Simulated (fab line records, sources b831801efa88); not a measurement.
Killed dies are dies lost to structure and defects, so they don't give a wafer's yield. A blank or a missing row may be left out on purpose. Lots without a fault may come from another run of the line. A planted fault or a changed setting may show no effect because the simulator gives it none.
A struck lot beside a sound one | flow gf180mcu | 17 steps out of a route of 602
Sound: wafers L506.2, L506.4, L506.6. Struck: wafers L494.4, L494.5, L494.6. The cause comes at the end.
At each step with rows: each side's tool, then ch and its chambers, then its first start. Under that, the readings that differ: sound wafers | struck wafers | difference of the means | sigmas: that difference in standard deviations of wafers without a fault.
alike: readings whose means differ by less than 2 such deviations, and words and numbers that are the same on both sides. not compared: withheld readings, readings that some wafer has no value for, bounds like >300 that may hide the same value, and numbers for which the record gives no deviation and whose values overlap.
The two part at a step that has a row with sigmas, a row that says differs or no value, or rows on one side only. Numbers that don't overlap but have no deviation are shown without sigmas and don't part them. A reading that every wafer of one side lacks parts them only if that side has two wafers or more.

GF_STI_CMP_25: polishes, stops on Si3N4, t overpolish 33 s, target thk 524.6 nm.
  sound on cmp-02 ch 1,3, day 5 10:14; struck on cmp-01 ch 0,2,3, day 2 19:04
  alike: motor_current_A, overpolish_run_s, time_to_endpoint_s
then, 4 steps without rows for these wafers: GF_STI_WET_ETCH_26 (etches SiO2 in dHF, target depth 94 nm, time 188 s); GF_STI_WET_ETCH_27 (etches Si3N4 in H3PO4, target depth 160 nm, time 1825 s); GF_STI_WET_ETCH_28 (etches SiO2 in dHF, target depth 20 nm, time 40 s); GF_STI_OXIDATION_29 (stabilise 600 s, purge 300 s, target thk 10 nm).
GF_STI_THK_MEAS_30:
  sound on film_metro-03, day 5 12:59; struck on film_metro-02, day 2 21:38
  alike: STI_OXIDATION_02_THK
then, 6 steps without rows for these wafers: GF_DNWELL_DEHYDRATE_00 (time 60 s); GF_DNWELL_HMDS_01 (prime time 60 s); GF_DNWELL_COAT_02 (resist thk 3000 nm); GF_DNWELL_SOFTBAKE_03; GF_DNWELL_EXPOSE_04 (exposes mask DNWELL, target cd 1700 nm); GF_DNWELL_PEB_05.
GF_DNWELL_DEVELOP_06: develop time 60 s.
  sound on litho_track-03 ch 0, day 6 03:00; struck on litho_track-03, day 3 10:00
  no value came back on the struck wafers for chill_plate_temp_C (C), develop_time_s (s); on the sound wafers chill_plate_temp_C (C) reads 23.03 22.95 22.78
then, 1 step without rows for these wafers: GF_DNWELL_IMPLANT_07.
GF_DNWELL_STRIP_08: strips in O2/N2.
  sound on plasma_asher-04 ch 1, day 6 03:30; struck on plasma_asher-01 ch 0,1, day 3 10:23
  reading                      | sound             | struck            | difference | sigmas
  strip_time_to_endpoint_s (s) | 37.19 37.09 37.15 | 36.78 36.73 36.78 | -0.38      | -3
  alike: drypump_motor_current_A, heater_power_w, n2_flow_sccm, oes_product_au
  not compared: rf_hours_counter_h
GF_DNWELL_TW_MEAS_09:
  sound on film_metro-01, day 6 03:37; struck on film_metro-03, day 3 10:29
  reading   | sound          | struck   | difference | sigmas
  DNWELL_TW | 1311 1315 1315 | 31 31 31 | -1283      | -80
then, 1 step without rows for these wafers: GF_NWELL_DEHYDRATE_00 (time 60 s).

WHERE THEY PART
First at GF_DNWELL_DEVELOP_06; last, within this record, at GF_DNWELL_TW_MEAS_09.

WHY: what the simulator had put in
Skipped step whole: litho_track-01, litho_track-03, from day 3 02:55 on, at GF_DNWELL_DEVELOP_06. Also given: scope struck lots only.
